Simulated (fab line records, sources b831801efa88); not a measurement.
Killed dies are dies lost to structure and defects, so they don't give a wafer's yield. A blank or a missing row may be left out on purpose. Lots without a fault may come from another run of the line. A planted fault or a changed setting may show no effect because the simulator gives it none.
fab line records | flow sky130
record lots=12 wafers=36 last_day=49
route steps=708 shown METAL1@435 VIA1@463 PAD_OPEN@708
lots that met no fault: from a run of the same line without faults
start_h: hours from the record's first day to the start of the lot's first wafer shown | wait_h: hours since the lot's step before | " the same as in the row above | L1.1+2: a row that stands for several wafers | - no value, or no start given | * or withheld: withheld | < > ~ a bound
route shown NAME@n: a module of which the file shows steps, and the number in the route of the first | usual: mean/standard deviation of fault-free wafers | same: alike in all rows | chamber/n: place in a boat | sites: the reading at each site | _std_site: their standard deviation | _edge_site: outer sites' mean less inner sites' | radius_mm: how far each site lies from the wafer's centre | mask NAME#n: copy n | behind: the tool/chamber that last shaped the wafer | hold: why the lot was held/for how many hours/how that ended | device: the transistor (n, p or np) that didn't switch | end of line: the same wafers' tests at the end of the route | a step without rows: its recipe alone | killed: dies lost to structure and defects at the first sort, not the wafer's yield | map: a wafer's dies, x killed, . not, _ none there
set.NAME: the setting as run; set.NAME@STEP: as run at that earlier step | model.NAME: the simulator's own value behind a step, which no gauge read
steps of the route over a sample of lots; a table a step, a row a wafer
services: from which hour (start_h, from the record's first day; less than 0 if before it) a tool's chamber was out of use, for how many hours, and why
## steps
# step SKY_METAL1_SPUTTER_01
# recipe material=TiN target_thk_nm=20 power_w=6500 time_s=16.7 chamber_pressure_pa=0.4
# usual throttle_valve_pct=30.4/1.5
# columns lot.wafer tool chamber start_h wait_h throttle_valve_pct
L323.2 pvd_sputter-03 - 722.63 0.0 32.8
L323.4 " - " " 30.6
L323.6 " - " " 32.5
L325.1 pvd_sputter-03 - 750.92 0.0 32.4
L325.3 " - " " 29.5
L325.5 " - " " 32.4
L324.3 pvd_sputter-02 - 756.93 0.0 27.8
L324.4 " - " " 29.6
L324.5 " - " " 29.6
L327.1 pvd_sputter-01 - 764.68 0.0 30.4
L327.5 " - " " 32.9
L327.6 " - " " 30.7
L326.1 pvd_sputter-02 - 770.31 0.0 29.3
L326.4 " - " " 27.9
L326.5 " - " " 27.8
L330.2 pvd_sputter-02 - 788.47 0.0 29.0
L330.5 " - " " 28.1
L330.6 " - " " 29.9
L336.1 pvd_sputter-01 - 824.79 0.0 30.5
L336.3 " - " " 32.9
L336.6 " - " " 30.5
L337.3 pvd_sputter-02 - 834.59 0.0 28.1
L337.5 " - " " 29.6
L337.6 " - " " 29.6
L339.1 pvd_sputter-01 - 863.92 0.0 30.4
L339.3 " - " " 32.7
L339.5 " - " " 33.0
L341.1 pvd_sputter-03 - 882.03 0.0 30.5
L341.3 " - " " 32.7
L341.6 " - " " 30.4
L345.1 pvd_sputter-01 - 894.40 0.0 30.3
L345.4 " - " " 30.7
L345.6 " - " " 30.5
L344.1 pvd_sputter-03 - 896.79 0.0 32.4
L344.2 " - " " 30.4
L344.3 " - " " 32.1
# step SKY_METAL1_OVL_MEAS_16
# usual METAL1_OVL=5/6
# columns lot.wafer tool chamber start_h wait_h METAL1_OVL[nm]
L323.2 overlay-01 - 750.92 0.1 3
L323.4 " - " " 8
L323.6 " - " " 5
L325.1 overlay-01 - 777.36 0.1 0
L325.3 " - " " 2
L325.5 " - " " 0
L324.3 overlay-02 - 783.52 0.1 14
L324.4 " - " " 16
L324.5 " - " " 9
L327.1 overlay-02 - 790.56 0.1 0
L327.5 " - " " -7
L327.6 " - " " 4
L326.1 overlay-02 - 795.86 0.1 11
L326.4 " - " " 0
L326.5 " - " " 11
L330.2 overlay-02 - 813.37 0.1 0
L330.5 " - " " 8
L330.6 " - " " -2
L336.1 overlay-01 - 849.51 0.1 6
L336.3 " - " " 9
L336.6 " - " " 0
L337.3 overlay-01 - 860.52 0.1 15
L337.5 " - " " 13
L337.6 " - " " 16
L339.1 overlay-01 - 891.01 0.1 13
L339.3 " - " " 11
L339.5 " - " " 16
L341.1 overlay-02 - 907.91 0.1 8
L341.3 " - " " 10
L341.6 " - " " 4
L345.1 overlay-02 - 919.66 0.1 3
L345.4 " - " " -2
L345.6 " - " " -3
L344.1 overlay-01 - 921.56 0.1 6
L344.2 " - " " 11
L344.3 " - " " 8
# step SKY_METAL1_STRIP_20
# recipe chemistry=O2/N2 power_w=1400 pressure_mtorr=1500 platen_temp_c=withheld o2_flow_sccm=3000 n2_flow_sccm=300 overash_fraction=0.5
# usual drypump_motor_current_A=5.6/0.4 oes_product_au=0.344/0.0047 strip_time_to_endpoint_s=2.72/0.031
# columns lot.wafer tool chamber start_h wait_h drypump_motor_current_A oes_product_au rf_hours_counter_h strip_time_to_endpoint_s
L323.2 plasma_asher-04 0 751.13 0.1 6.3 0.346 1 2.72
L323.4 " 1 " " 5.2 0.340 - 2.70
L323.6 " 0 " " 6.3 0.336 - 2.72
L325.1 plasma_asher-03 1 777.58 0.1 5.7 0.344 62 2.74
L325.3 " 0 " " 5.9 0.349 - 2.73
L325.5 " 1 " " 5.8 0.348 - 2.76
L324.3 plasma_asher-04 0 783.77 0.1 6.3 0.345 - 2.71
L324.4 " 1 " " 5.2 0.349 - 2.71
L324.5 " 0 " " 6.3 0.342 - 2.72
L327.1 plasma_asher-03 0 790.78 0.1 5.9 0.337 63 2.68
L327.5 " 1 " " 5.8 0.341 - 2.66
L327.6 " 0 " " 5.9 0.340 - 2.66
L326.1 plasma_asher-02 1 796.08 0.1 5.1 0.339 36 2.74
L326.4 " 0 " " 5.6 0.343 - 2.70
L326.5 " 1 " " 5.1 0.341 - 2.72
L330.2 plasma_asher-03 0 813.77 0.1 5.8 0.339 66 2.73
L330.5 " 0 " " 5.9 0.344 - 2.69
L330.6 " 1 " " 5.7 0.338 - 2.71
L336.1 plasma_asher-04 1 849.73 0.1 5.3 0.350 10 2.72
L336.3 " 1 " " 5.2 0.352 - 2.77
L336.6 " 1 " " 5.3 0.342 - 2.71
L337.3 plasma_asher-04 0 860.76 0.1 6.3 0.341 - 2.70
L337.5 " 1 " " 5.3 0.347 - 2.73
L337.6 " 0 " " 6.3 0.343 - 2.71
L339.1 plasma_asher-02 0 891.23 0.1 5.6 0.345 45 2.73
L339.3 " 1 " " 5.1 0.352 - 2.68
L339.5 " 1 " " 5.1 0.354 - 2.71
L341.1 plasma_asher-03 0 908.13 0.1 5.9 0.343 75 2.76
L341.3 " 1 " " 5.8 0.349 - 2.68
L341.6 " 1 " " 5.8 0.338 - 2.72
L345.1 plasma_asher-02 0 919.88 0.1 5.6 0.350 48 2.72
L345.4 " 0 " " 5.6 0.344 - 2.69
L345.6 " 1 " " 5.1 0.346 - 2.80
L344.1 plasma_asher-03 1 921.78 0.1 5.7 0.339 76 2.69
L344.2 " 0 " " 5.9 0.346 76 2.73
L344.3 " 1 " " 5.8 0.344 - 2.66
# step SKY_VIA1_HMDS_05
# recipe prime_time_s=60 prime_temp_c=120
# usual prime_temp_c=120.01/0.13
# same prime_time_s=60
# columns lot.wafer tool chamber start_h wait_h prime_temp_c
L323.2 litho_track-03 0 765.77 0.1 120.23
L323.4 " 0 " " 120.12
L323.6 " 0 " " 120.15
L325.1 litho_track-03 0 791.19 0.1 120.02
L325.3 " 0 " " 119.84
L325.5 " 0 " " 120.01
L324.3 litho_track-04 0 796.59 0.1 119.79
L324.4 " 0 " " 120.15
L324.5 " 0 " " 120.20
L327.1 litho_track-04 0 802.69 0.1 119.84
L327.5 " 0 " " 119.97
L327.6 " 0 " " 120.02
L326.1 litho_track-02 0 808.69 0.1 120.04
L326.4 " 0 " " 120.07
L326.5 " 0 " " 120.29
L330.2 litho_track-02 0 825.42 0.1 119.88
L330.5 " 0 " " 119.75
L330.6 " 0 " " 119.84
L336.1 litho_track-04 0 863.24 0.1 116.06
L336.3 " 0 " " 116.06
L336.6 " 0 " " 116.19
L337.3 litho_track-02 0 872.89 0.1 119.86
L337.5 " 0 " " 119.90
L337.6 " 0 " " 119.76
L339.1 litho_track-04 0 903.99 0.1 116.38
L339.3 " 0 " " 116.18
L339.5 " 0 " " 116.22
L341.1 litho_track-03 0 921.39 0.1 120.08
L341.3 " 0 " " 120.04
L341.6 " 0 " " 120.14
L345.1 litho_track-02 0 932.59 0.1 120.34
L345.4 " 0 " " 120.29
L345.6 " 0 " " 120.09
L344.1 litho_track-02 0 934.34 0.1 119.71
L344.2 " 0 " " 120.14
L344.3 " 0 " " 120.31
# step SKY_PAD_OPEN_PROBE_99
# usual defect_limited_yield=82.6/1.8 killed_at_M0_to_M3=44/6.5 killed_at_M4_up=3.3/1.9 killed_at_contacts=23/4.7 killed_at_front_end=15/4.5 killed_at_other=0.2/0.52 killed_dies=86/8.9 killed_on_rim=17/3.7 killed_open=47/6.8 killed_short=39/6.1 sort_bin_3_pad_short=0.8/0.44 sort_bin_5_function=10.3/1.4 sort_bin_6_memory=6.3/1.1 sort_n_pass=406/8.9 sort_yield_pct=82.6/1.8
# same gross_dies=492 killed_at_back_side=0 sort_bin_4_leakage[%]=0 sort_bin_8_speed[%]=0
# columns lot.wafer tool chamber start_h wait_h defect_limited_yield[%] killed_at_M0_to_M3 killed_at_M4_up killed_at_contacts killed_at_front_end killed_at_other killed_dies killed_on_rim killed_open killed_short sort_bin_3_pad_short[%] sort_bin_5_function[%] sort_bin_6_memory[%] sort_n_pass sort_yield_pct[%]
L336.1 prober-02 - 1139.14 0.1 80.9 40 2 37 15 0 94 17 60 34 0.6 12.2 6.3 398 80.9
L336.3 prober-02 - 1139.24 0.2 82.1 49 4 18 17 0 88 19 42 46 0.6 9.6 7.7 404 82.1
L336.6 prober-02 - 1139.39 0.2 84.6 39 2 25 10 0 76 10 39 37 1.4 7.3 6.7 416 84.6
L337.3 prober-01 - 1144.42 0.2 82.5 44 5 20 17 0 86 17 48 38 0.8 11.0 5.7 406 82.5
L337.5 prober-01 - 1144.52 0.2 86.0 38 2 13 16 0 69 16 41 28 0 8.7 5.3 423 86.0
L337.6 prober-01 - 1144.57 0.2 84.3 37 3 27 10 0 77 13 45 32 0.2 9.6 5.9 415 84.3
L341.1 prober-01 - 1180.67 0.2 79.5 54 4 24 19 0 101 21 55 46 0.8 11.8 7.9 391 79.5
L341.3 prober-01 - 1180.77 0.2 83.5 48 3 17 12 1 81 12 41 40 1.0 8.5 6.9 411 83.5
L341.6 prober-01 - 1180.92 0.3 80.1 48 3 32 15 0 98 22 49 49 0.8 10.8 8.3 394 80.1
L344.1 prober-01 - 1186.41 0.1 83.9 41 0 26 12 0 79 11 39 40 0.8 9.8 5.5 413 83.9
L344.2 prober-01 - 1186.46 0.1 81.7 45 4 26 14 1 90 19 49 41 0.6 11.8 5.9 402 81.7
L344.3 prober-01 - 1186.51 0.2 83.1 46 3 18 16 0 83 15 45 38 1.0 10.4 5.5 409 83.1
# killed by level:class
L336.1 CONTACT:geometric_particle:open=18 LI_CONTACT:geometric_particle:open=9 VIA1:geometric_particle:open=9 VIA3:geometric_particle:open=8 LOCAL_INTERCONNECT:geometric_particle:short=7 VIA1:geometric_particle:short=7 POLY_GATE:geometric_particle:short=4 POLY_GATE:geometric_particle:open=4
L336.3 VIA1:geometric_particle:open=11 METAL2:geometric_particle:short=11 CONTACT:geometric_particle:open=7 VIA3:geometric_particle:short=7 FIELD_ISO:geometric_particle:short=5 LI_CONTACT:geometric_particle:open=5 POLY_GATE:geometric_particle:short=4 METAL3:geometric_particle:short=4
L336.6 CONTACT:geometric_particle:short=8 VIA1:geometric_particle:open=8 METAL1:geometric_particle:short=7 VIA2:geometric_particle:open=7 CONTACT:geometric_particle:open=6 LOCAL_INTERCONNECT:geometric_particle:short=5 METAL2:geometric_particle:short=5 VIA1:geometric_particle:short=4
L337.3 VIA3:geometric_particle:open=9 VIA2:geometric_particle:open=9 VIA1:geometric_particle:open=8 FIELD_ISO:geometric_particle:short=6 CONTACT:geometric_particle:open=6 METAL1:geometric_particle:short=6 LOCAL_INTERCONNECT:geometric_particle:short=4 LI_CONTACT:geometric_particle:short=4
L337.5 VIA1:geometric_particle:open=10 VIA2:geometric_particle:open=6 FIELD_ISO:geometric_particle:short=5 LI_CONTACT:geometric_particle:open=4 CONTACT:geometric_particle:open=4 METAL1:geometric_particle:open=4 VIA2:geometric_particle:short=4 FIELD_ISO:geometric_particle:open=3
L337.6 VIA2:geometric_particle:open=8 LI_CONTACT:geometric_particle:open=8 CONTACT:geometric_particle:open=8 CONTACT:geometric_particle:short=6 VIA1:geometric_particle:open=5 FIELD_ISO:geometric_particle:open=4 VIA3:geometric_particle:open=4 METAL2:geometric_particle:short=4
L341.1 LI_CONTACT:geometric_particle:open=10 VIA1:geometric_particle:open=10 METAL2:geometric_particle:short=9 VIA3:geometric_particle:open=7 FIELD_ISO:geometric_particle:open=6 POLY_GATE:geometric_particle:short=6 CONTACT:geometric_particle:short=6 METAL1:geometric_particle:short=6
L341.3 VIA2:geometric_particle:open=12 VIA1:geometric_particle:open=10 LI_CONTACT:geometric_particle:open=6 LOCAL_INTERCONNECT:geometric_particle:short=6 METAL1:geometric_particle:short=6 VIA3:geometric_particle:short=6 CONTACT:geometric_particle:open=4 VIA3:geometric_particle:open=4
L341.6 CONTACT:geometric_particle:open=12 METAL2:geometric_particle:short=10 VIA3:geometric_particle:open=10 LI_CONTACT:geometric_particle:open=7 VIA1:geometric_particle:open=7 CONTACT:geometric_particle:short=6 METAL1:geometric_particle:short=5 VIA1:geometric_particle:short=5
L344.1 CONTACT:geometric_particle:open=10 VIA3:geometric_particle:open=9 VIA1:geometric_particle:open=7 METAL2:geometric_particle:short=6 FIELD_ISO:geometric_particle:short=5 LI_CONTACT:geometric_particle:open=5 LI_CONTACT:geometric_particle:short=5 VIA2:geometric_particle:open=5
L344.2 VIA1:geometric_particle:open=14 CONTACT:geometric_particle:open=10 POLY_GATE:geometric_particle:short=7 LI_CONTACT:geometric_particle:open=7 VIA2:geometric_particle:open=6 METAL2:geometric_particle:short=5 VIA3:geometric_particle:open=5 VIA2:geometric_particle:short=4
L344.3 VIA1:geometric_particle:open=9 VIA3:geometric_particle:open=9 METAL1:geometric_particle:short=7 FIELD_ISO:geometric_particle:open=5 CONTACT:geometric_particle:open=5 VIA2:geometric_particle:open=5 POLY_GATE:geometric_particle:short=4 CONTACT:geometric_particle:short=4
## services
# columns tool chamber start_h hours kind
plasma_asher-03 - 721.92 3.1 repair
plasma_asher-04 - 733.75 9.0 pm
plasma_asher-04 0 733.75 9.0 vent_cycle
plasma_asher-04 1 733.75 9.0 vent_cycle
plasma_asher-04 0 742.75 - clean
plasma_asher-04 1 742.75 - clean
pvd_sputter-02 - 746.48 1.5 repair
pvd_sputter-01 - 748.54 4.8 repair
plasma_asher-04 - 751.25 2.8 pm
pvd_sputter-01 - 752.33 1.5 repair
plasma_asher-04 - 754.61 2.3 repair
plasma_asher-02 - 767.70 2.8 pm
pvd_sputter-03 - 776.29 1.1 repair
pvd_sputter-03 - 801.65 2.0 repair
pvd_sputter-01 - 874.42 11.0 repair
pvd_sputter-02 - 876.05 0.7 repair
plasma_asher-02 - 883.55 6.7 repair
## key
first_sign step=SKY_VIA1_HMDS_05 reading=prime_temp_c direction=down sigmas=29 usual=* struck=*
effect none on later readings
met_at SKY_VIA1_HMDS_05
struck_lots L336,L339
not_acting_at SKY_METAL1_SPUTTER_01,SKY_METAL1_OVL_MEAS_16,SKY_METAL1_STRIP_20
onset_between 802.69 863.24
fault kind=process_parameter_drift tool=litho_track-04 chamber=- onset_h=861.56 steps=SKY_VIA1_HMDS_05 channel=prime_temp_c offset=* shape=step end_h=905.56 acts_in=* stated=*
